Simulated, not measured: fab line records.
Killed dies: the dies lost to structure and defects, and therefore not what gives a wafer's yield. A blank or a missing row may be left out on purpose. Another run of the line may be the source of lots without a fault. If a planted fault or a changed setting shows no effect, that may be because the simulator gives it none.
Code-filled problem report in 8D (eight disciplines) form :: flow sky130 :: the parts of the form that need people (team, actions taken, sign-off) are left out

## 1. THE ISSUE
Wafers without a fault read 30.9 s, standard deviation 2.4; time_to_endpoint_s at SKY_LI_CONTACT_CMP_02 reads a mean of 16.7 s on 3 wafers belonging to 3 lots. Measured from the usual mean, that is -5.9 standard deviations.
The step: polishes PSG.
The first sign was on wafer L702.1 at day 29 12:13, on cmp-01. Wafers with a number at this step in the record: 35, from 12 lots. The rule behind "out" and "out of limits": a value lying over 4 standard deviations away from the usual mean. All remaining wafers that have a number are taken as sound.

## 2. WHAT IT IS, AND WHAT IT ISN'T
question: which readings at this step
is: time_to_endpoint_s
is not: motor_current_A

question: which lots
is: L701, L702, L705
is not: L698, L699, L700, L703, L714, L715, L717, L719, L720

question: which wafers of those lots
is: L701.1, L702.1, L705.2
is not: L701.3, L701.6, L702.3, L702.5, L705.4

question: read on which tools
is: cmp-01
is not: cmp-02

question: when
is: from day 29 12:13
is not: up to then (8 sound wafers); but 24 sound wafers of L700, L701, L703, L705, L714, L715, L717, L719, L720 came after

## 3. THE SUSPECTS, EACH WITH WHAT RULES IT OUT
Counting: if a tool at a process step up to the reading ran every lot that is out, it stays a suspect. Sound lots after the first of them don't rule it out here, since some wafers of a struck lot are sound.
- cmp-01 at SKY_LI_CONTACT_CMP_02 (polishes PSG): kept. It processed each lot that is out (first: L702, day 29 12:13); up to then, its last sound lot is L699 (day 28 20:42). On those wafers its own readings are out: time_to_endpoint_s.
Left after counting: cmp-01 at SKY_LI_CONTACT_CMP_02.

## 4. THE CAUSE (what the simulator had put in)
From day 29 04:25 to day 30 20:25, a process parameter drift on cmp-01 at SKY_LI_CONTACT_CMP_02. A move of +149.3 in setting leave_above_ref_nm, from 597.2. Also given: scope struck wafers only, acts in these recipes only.
This tool alone remained once counting was done.

## 5. THE CHAIN OF EFFECTS, in route order
Rows list readings where the struck wafers' mean (over those with a number) sits beyond 3 standard deviations from the usual. Only readings whose record carries a usual standard deviation are examined. hours: median over the lots of the time between each lot's start at the first step of this table that gives one and its start at this step. sigmas: the change, counted in usual standard deviations.
hours: 0
step: SKY_LI_CONTACT_CMP_02
reading: time_to_endpoint_s
usual: 30.9 s
on struck wafers: 16.7
change: -14.2
sigmas: -5.9

hours: 28
step: SKY_LI_CONTACT_ETCH_15
reading: oes_product_au
usual: 0.838 a.u.
on struck wafers: 0.951
change: +0.113
sigmas: +21
Process steps it contains:
- SKY_LI_CONTACT_CMP_02: polishes PSG.
- SKY_LI_CONTACT_ETCH_15: etches PSG in C4F8/O2/Ar, stops on Si, target depth 600 nm.
Later measuring or inspecting steps at which every struck wafer that the step has a row for has a number for every such reading, and none has moved that far: SKY_LI_CONTACT_OVL_MEAS_13, SKY_LI_CONTACT_THK_MEAS_23.

## 6. HOW IT WOULD HAVE BEEN CAUGHT EARLIER
In this record no reading fell out of limits until day 29 12:13, 8 hours after the fault had begun at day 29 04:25.
